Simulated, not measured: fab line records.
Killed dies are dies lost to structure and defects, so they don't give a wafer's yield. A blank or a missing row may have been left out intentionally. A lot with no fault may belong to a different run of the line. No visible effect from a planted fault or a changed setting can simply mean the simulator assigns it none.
A single fault, viewed from 2 desks	flow sky130	only its own numbers are on each desk; what lay behind them is given at the end

FOR THE TOOL OWNER'S DESK: litho_track-01
The tool's own readings at SKY_POLY_CUT_COAT_02 (resist thk 60 nm): means of the sampled wafers that have a number, for each lot that ran on this tool. Any lot whose mean is over 4 standard deviations away from the usual mean is out of limits and marked OUT; that distance is given in the brackets.
Columns: A = spin_speed_rpm at SKY_POLY_CUT_COAT_02, usual 3000.1 rpm
lot	first seen here	A
L607	day 23 17:45	3000.6
L623	day 29 09:26	3050.4 (+23) OUT
L624	day 29 17:31	3048.5 (+22) OUT
This desk's verdict: out of limits on L623, L624, starting with L623 at day 29 09:26 (spin_speed_rpm at SKY_POLY_CUT_COAT_02). L607 stayed within limits.

AT THE METROLOGY DESK
Lot by lot, what the gauges showed, no matter which tool ran the lot: averages of those sampled wafers that carry a number. Any lot whose mean is over 4 standard deviations away from the usual mean is out of limits and marked OUT; that distance is given in the brackets.
Columns: A = LDD_LDN_TW at SKY_LDD_LDN_TW_MEAS_13, usual 1485; B = SPACER_CVD_00_THK at SKY_SPACER_THK_MEAS_01, usual 42.9 nm; C = cd_nm at SKY_POLY_CUT_CD_MEAS_08, usual 270.0 nm; D = POLY_CUT_OVL at SKY_POLY_CUT_OVL_MEAS_09, usual -4 nm
lot	first seen here	A	B	C	D
L607	day 23 01:25	1462	42.5	272.5	-8
L616	day 26 13:14	1510	43.7	271.0	-5
L623	day 28 17:36	1511	42.5	269.6	-2
L624	day 29 01:56	1463	43.2	269.1	0
L629	day 30 10:21	1457	43.3	269.8	0
L630	day 30 15:52	1471	42.8	271.9	2
This desk's finding: nothing out of limits on any of the 6 lots.

ALL TOGETHER
At day 29 09:26, on L623, L624, the tool owner's desk was in a position to raise an alarm.
The metrology desk saw nothing out of limits.
The metrology desk has L623, L624 on record, within its limits.
On litho_track-01, each named lot ran SKY_POLY_CUT_COAT_02.

WHAT HAD BEEN PUT IN BY THE SIMULATOR
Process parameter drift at SKY_POLY_CUT_COAT_02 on litho_track-01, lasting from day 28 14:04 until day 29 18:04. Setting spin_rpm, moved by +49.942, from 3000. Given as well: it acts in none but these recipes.
Lots struck among those shown: L623, L624.
Each desk's first reading out of limits, in hours after the fault started: the tool owner's desk, 19.
